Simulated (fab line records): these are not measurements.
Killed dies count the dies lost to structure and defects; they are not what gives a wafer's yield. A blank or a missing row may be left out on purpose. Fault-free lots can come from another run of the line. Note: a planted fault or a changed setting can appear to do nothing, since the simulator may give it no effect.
What tool caused it? :: flow sky130 :: Sampling: 11 lots, 33 wafers, 3 of 708 route steps

## WHAT EACH GAUGE READ, for each wafer
SKY_VIA4_RS_MEAS_19: a four-point-probe measurement.
lot: L638
measured: day 42 20:32
on: filmMetro-01
VIA4_W_RS (ohm/sq): 0.2294 0.2240 0.2256

lot: L639
measured: day 43 05:33
on: filmMetro-03
VIA4_W_RS (ohm/sq): 0.2259 0.2284 0.2275

lot: L640
measured: day 43 08:18
on: filmMetro-03
VIA4_W_RS (ohm/sq): 0.2311 0.2250 0.2284

lot: L643
measured: day 44 06:36
on: filmMetro-03
VIA4_W_RS (ohm/sq): 0.2227 0.2218 0.2234

lot: L646
measured: day 45 00:50
on: filmMetro-01
VIA4_W_RS (ohm/sq): 0.2226 0.2266 0.2278

lot: L653
measured: day 47 00:42
on: filmMetro-04
VIA4_W_RS (ohm/sq): 0.2255 0.2254 0.2246

lot: L654
measured: day 47 09:50
on: filmMetro-04
VIA4_W_RS (ohm/sq): 0.2249 0.2228 0.2263

lot: L656
measured: day 47 13:37
on: filmMetro-03
VIA4_W_RS (ohm/sq): 0.2219 0.2221 0.2222

lot: L658
measured: day 48 03:31
on: filmMetro-03
VIA4_W_RS (ohm/sq): 0.2300 0.2282 0.2284

lot: L661
measured: day 48 18:46
on: filmMetro-03
VIA4_W_RS (ohm/sq): 0.2274 0.2299 0.2251

lot: L659
measured: day 48 20:13
on: filmMetro-03
VIA4_W_RS (ohm/sq): 0.2276 0.2251 0.2247

## WHAT TOOL EACH LOT RAN ON (gives the tool, then ch and the chambers of the sampled wafers, and finally the start)
lot: L638
SKY_VIA1_ETCH_14: rieDiel-03 ch 1,2,3, day 33 23:35
SKY_METAL4_ETCH_16: rieMetal-03 ch 0,1, day 41 19:43

lot: L639
SKY_VIA1_ETCH_14: rieDiel-01 ch 1,2,3, day 34 07:29
SKY_METAL4_ETCH_16: rieMetal-01 ch 0,1, day 42 04:00

lot: L640
SKY_VIA1_ETCH_14: rieDiel-01 ch 0,1,2, day 34 10:34
SKY_METAL4_ETCH_16: rieMetal-02 ch 0,1, day 42 06:32

lot: L643
SKY_VIA1_ETCH_14: rieDiel-04 ch 0,2,3, day 35 12:41
SKY_METAL4_ETCH_16: rieMetal-02 ch 0,1, day 43 05:30

lot: L646
SKY_VIA1_ETCH_14: rieDiel-03 ch 0,2,3, day 36 09:08
SKY_METAL4_ETCH_16: rieMetal-02 ch 0,1, day 44 00:12

lot: L653
SKY_VIA1_ETCH_14: rieDiel-04 ch 1,2,3, day 38 21:34
SKY_METAL4_ETCH_16: rieMetal-02 ch 0,1, day 46 02:06

lot: L654
SKY_VIA1_ETCH_14: rieDiel-04 ch 1,3, day 39 10:01
SKY_METAL4_ETCH_16: rieMetal-03 ch 0,1, day 46 11:13

lot: L656
SKY_VIA1_ETCH_14: rieDiel-03 ch 1,2, day 39 17:29
SKY_METAL4_ETCH_16: rieMetal-02 ch 0,1, day 46 15:33

lot: L658
SKY_VIA1_ETCH_14: rieDiel-01 ch 0,2, day 40 08:13
SKY_METAL4_ETCH_16: rieMetal-02 ch 0,1, day 47 05:43

lot: L661
SKY_VIA1_ETCH_14: rieDiel-04 ch 2,3, day 41 03:56
SKY_METAL4_ETCH_16: rieMetal-02 ch 0,1, day 47 21:48

lot: L659
SKY_VIA1_ETCH_14: rieDiel-03 ch 1,3, day 41 06:05
SKY_METAL4_ETCH_16: rieMetal-02 ch 0,1, day 47 23:40
- SKY_VIA1_ETCH_14: etches BARC in N2/H2, stops on SiO2, time 45.9 s, target depth 60 nm.
- SKY_METAL4_ETCH_16: etches BARC in N2/H2, stops on SiO2, time 88.2 s, target depth 60 nm.

## WHAT THE TOOLS THEMSELVES READ (means of the sampled wafers that have a number; where no wafer has one, the mark that the record gives instead)
SKY_VIA1_ETCH_14.
lot: L638
tool: rieDiel-03
drypumpMotorCurrentA (A): 5.8
oesProductAu (a.u.): 0.856
throttleValvePct (%): 13.220

lot: L639
tool: rieDiel-01
drypumpMotorCurrentA (A): 6.0
oesProductAu (a.u.): 0.852
throttleValvePct (%): 13.228

lot: L640
tool: rieDiel-01
drypumpMotorCurrentA (A): 5.4
oesProductAu (a.u.): 0.854
throttleValvePct (%): 13.231

lot: L643
tool: rieDiel-04
drypumpMotorCurrentA (A): 5.9
oesProductAu (a.u.): 0.857
throttleValvePct (%): 13.222

lot: L646
tool: rieDiel-03
drypumpMotorCurrentA (A): 5.6
oesProductAu (a.u.): 0.846
throttleValvePct (%): 13.223

lot: L653
tool: rieDiel-04
drypumpMotorCurrentA (A): 6.1
oesProductAu (a.u.): 0.853
throttleValvePct (%): 13.224

lot: L654
tool: rieDiel-04
drypumpMotorCurrentA (A): 5.9
oesProductAu (a.u.): 0.854
throttleValvePct (%): 13.221

lot: L656
tool: rieDiel-03
drypumpMotorCurrentA (A): 5.7
oesProductAu (a.u.): 0.852
throttleValvePct (%): 13.223

lot: L658
tool: rieDiel-01
drypumpMotorCurrentA (A): 5.1
oesProductAu (a.u.): 0.855
throttleValvePct (%): 13.220

lot: L661
tool: rieDiel-04
drypumpMotorCurrentA (A): 6.1
oesProductAu (a.u.): 0.857
throttleValvePct (%): 13.225

lot: L659
tool: rieDiel-03
drypumpMotorCurrentA (A): 5.9
oesProductAu (a.u.): 0.861
throttleValvePct (%): 13.228

SKY_METAL4_ETCH_16.
lot: L638
tool: rieMetal-03
drypumpMotorCurrentA (A): 5.63
oesProductAu (a.u.): 0.627
throttleValvePct (%): 13.195

lot: L639
tool: rieMetal-01
drypumpMotorCurrentA (A): 5.65
oesProductAu (a.u.): 0.624
throttleValvePct (%): 13.206

lot: L640
tool: rieMetal-02
drypumpMotorCurrentA (A): 5.46
oesProductAu (a.u.): 0.621
throttleValvePct (%): 13.204

lot: L643
tool: rieMetal-02
drypumpMotorCurrentA (A): 5.47
oesProductAu (a.u.): 0.621
throttleValvePct (%): 13.217

lot: L646
tool: rieMetal-02
drypumpMotorCurrentA (A): 5.46
oesProductAu (a.u.): 0.624
throttleValvePct (%): 13.209

lot: L653
tool: rieMetal-02
drypumpMotorCurrentA (A): 5.64
oesProductAu (a.u.): 0.630
throttleValvePct (%): 13.207

lot: L654
tool: rieMetal-03
drypumpMotorCurrentA (A): 5.62
oesProductAu (a.u.): 0.626
throttleValvePct (%): 13.211

lot: L656
tool: rieMetal-02
drypumpMotorCurrentA (A): 5.47
oesProductAu (a.u.): 0.626
throttleValvePct (%): 13.202

lot: L658
tool: rieMetal-02
drypumpMotorCurrentA (A): 5.49
oesProductAu (a.u.): 0.629
throttleValvePct (%): 13.205

lot: L661
tool: rieMetal-02
drypumpMotorCurrentA (A): 5.47
oesProductAu (a.u.): 0.624
throttleValvePct (%): 13.201

lot: L659
tool: rieMetal-02
drypumpMotorCurrentA (A): 5.63
oesProductAu (a.u.): 0.622
throttleValvePct (%): 13.190

## THE ANSWER, worked out from the rows above alone
Rule: the usual values come from the lots themselves. The widest of any qualifying gaps counts: lots, ordered by their means at a reading, are off when they make up no more than a third of the lots, leave a main group of 4 or more, and stand apart from it by 3 or more times the standard deviation of that group's means. If all means in a main group match to the digits the tables above print for the reading, that group is not used. A lot without any number at a reading at which 4 lots or more have one is off too. Where the step has rows for the other lots, those lots are counted as sound. Order of review: gauges by route order, followed by the tools' own readings, for which a lot's mean as printed above is used. The first step at which some lot is off is used, and at that step the reading that is off furthest; a lot without a number counts as furthest.
Nothing can be told from this: no lot is off at any reading shown.

## WHAT WAS PUT IN BY THE SIMULATOR
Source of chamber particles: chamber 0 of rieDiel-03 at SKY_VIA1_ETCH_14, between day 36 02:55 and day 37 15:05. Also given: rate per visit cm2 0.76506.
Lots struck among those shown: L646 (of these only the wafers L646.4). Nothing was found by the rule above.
